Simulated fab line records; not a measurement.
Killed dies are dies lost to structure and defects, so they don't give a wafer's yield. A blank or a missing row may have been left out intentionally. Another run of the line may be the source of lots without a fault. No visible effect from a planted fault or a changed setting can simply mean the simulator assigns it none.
One fault seen from 2 desks || flow gf180mcu || numbers are kept per desk, each desk with only its own; the story behind them comes last

## METROLOGY DESK
What the gauges read for every lot (on any tool): the sampled wafers with a number, averaged. The brackets show how far a lot's mean lies from the usual mean; more than 4 standard deviations puts the lot out of limits, marked OUT.
Columns: A = V3_CVD_00_THK at GF_V3_THK_MEAS_01, usual 598 nm; B = V3_CVD_02_THK at GF_V3_THK_MEAS_03, usual 850 nm; C = V3_BOW at GF_V3_BOW_MEAS_05, usual 118 um; D = cd nm at GF_V3_CD_MEAS_14, usual 260.0 nm; E = V3_OVL at GF_V3_OVL_MEAS_15, usual 1 nm
{"lot": "L604", "first seen here": "day 23 21:17", "A": 599, "B": 843, "C": 118, "D": 263.0, "E": -0}
{"lot": "L606", "first seen here": "day 24 07:43", "A": 603, "B": 841, "C": 119, "D": 259.2, "E": 6}
{"lot": "L613", "first seen here": "day 26 15:26", "A": 600, "B": 845, "C": 124, "D": 260.7, "E": 6}
{"lot": "L619", "first seen here": "day 28 03:52", "A": 595, "B": 860, "C": 113, "D": 257.8, "E": -2}
{"lot": "L620", "first seen here": "day 28 07:11", "A": 606, "B": 854, "C": 124, "D": 260.5, "E": 3}
Result from this desk: across the 5 lots, nothing is out of limits.

## THE TOOL OWNER'S DESK: krf scanner-02
The tool's own readings at GF_V3_EXPOSE_11 (exposes mask Via3, target cd 260 nm): means of the sampled wafers that have a number, for each lot that ran on this tool. The brackets show how far a lot's mean lies from the usual mean; more than 4 standard deviations puts the lot out of limits, marked OUT.
Columns: A = exposure dose mJ cm2 at GF_V3_EXPOSE_11, usual 37.96; B = stage vel mm s at GF_V3_EXPOSE_11, usual 500.04 mm/s
{"lot": "L604", "first seen here": "day 24 08:40", "A": "37.72 (-5.5) OUT", "B": 500.15}
{"lot": "L613", "first seen here": "day 27 02:11", "A": 37.92, "B": 499.84}
{"lot": "L619", "first seen here": "day 28 14:32", "A": 37.89, "B": 500.13}
{"lot": "L620", "first seen here": "day 28 18:28", "A": 37.98, "B": 500.12}
This desk finds L604 out of limits, L604 being first, at day 24 08:40 (exposure dose mJ cm2 at GF_V3_EXPOSE_11). In limits: L613, L619, L620.

## TAKEN TOGETHER
An alarm could have come from the tool owner's desk at day 24 08:40, on L604.
From the metrology desk's view, nothing was out of limits.
The metrology desk has L604 on record, within its limits.
GF_V3_EXPOSE_11 was run on krf scanner-02 by each of the lots named.

## WHAT HAD BEEN PUT IN BY THE SIMULATOR
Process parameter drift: krf scanner-02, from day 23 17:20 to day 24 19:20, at GF_V3_EXPOSE_11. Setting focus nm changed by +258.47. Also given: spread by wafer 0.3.
Shown lots that were struck: L604.
Hours from the fault's start to each desk's first reading out of limits: the tool owner's desk, 15.
